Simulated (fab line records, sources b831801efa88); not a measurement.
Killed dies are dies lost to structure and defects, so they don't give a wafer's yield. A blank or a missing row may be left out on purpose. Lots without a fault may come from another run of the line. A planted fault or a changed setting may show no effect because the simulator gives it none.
Chamber matching | flow sfq_line | SFQ_TRILAYER_A5B_CMP_CMP_130 on cmp-02: 4 sister chambers
The step polishes, stops on Nb, target thk 340.7 nm. 14 wafers are shown with their chamber, then 7 later ones without.

WAFERS WITH THEIR CHAMBER
wafer  | chamber | motor_current_A (A) | head_pressure_psi (psi)
L609.1 | 2       | 9.5                 | 2.996
L609.5 | 0       | 9.2                 | 3.010
L609.6 | 1       | 10.1                | 2.998
L614.1 | 0       | 9.1                 | 3.010
L614.2 | 3       | 10.2                | 3.006
L614.4 | 2       | 9.1                 | 3.008
L616.3 | 3       | 9.5                 | 2.995
L616.4 | 2       | 9.4                 | 2.999
L616.5 | 3       | 9.8                 | 2.984
L620.1 | 1       | 10.2                | 3.000
L620.3 | 3       | 9.3                 | 3.001
L620.4 | 0       | 9.8                 | 3.006
L625.3 | 0       | 9.7                 | 2.988
L625.5 | 0       | 9.2                 | 3.004

SIGNATURES (means of the wafers above)
reading           | chamber 0 | chamber 1 | chamber 2 | chamber 3 | scatter within a chamber
motor_current_A   | 9.400     | 10.150    | 9.333     | 9.700     | 0.312
head_pressure_psi | 3.00360   | 2.99900   | 3.00100   | 2.99650   | 0.00825
Rule: a wafer's distance from a chamber is the root of the sum, over the readings, of the square of ((its reading less the chamber's mean) divided by the reading's scatter). The wafer belongs to the nearest chamber; if the next one is less than 2 further off, it can't be placed. The scatter: the root of (the sum of the squares of (reading less its chamber's mean) over the shown wafers, divided by (wafers less chambers)).

WAFERS WITHOUT THEIR CHAMBER
wafer  | motor_current_A (A) | head_pressure_psi (psi)
L625.6 | 10.5                | 3.007
L628.2 | 9.8                 | 3.001
L628.4 | 9.8                 | 3.008
L628.5 | 10.1                | 3.001
L630.2 | 9.4                 | 3.003
L630.4 | 9.4                 | 2.991
L630.6 | 9.8                 | 3.004

WHICH CHAMBER EACH WENT THROUGH
wafer  | from the rows above               | in truth
L625.6 | can't be placed: 1 or 3           | 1
L628.2 | can't be placed: 3 or 1 or 0 or 2 | 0
L628.4 | can't be placed: 0 or 3 or 1 or 2 | 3
L628.5 | can't be placed: 1 or 3 or 0      | 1
L630.2 | can't be placed: 0 or 2 or 3      | 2
L630.4 | can't be placed: 3 or 2 or 0 or 1 | 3
L630.6 | can't be placed: 3 or 1 or 0 or 2 | 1
Placed correctly: 0 of 7. Can't be placed from these rows: 7 (the true chamber is among the candidates in 7). Placed wrongly: 0.
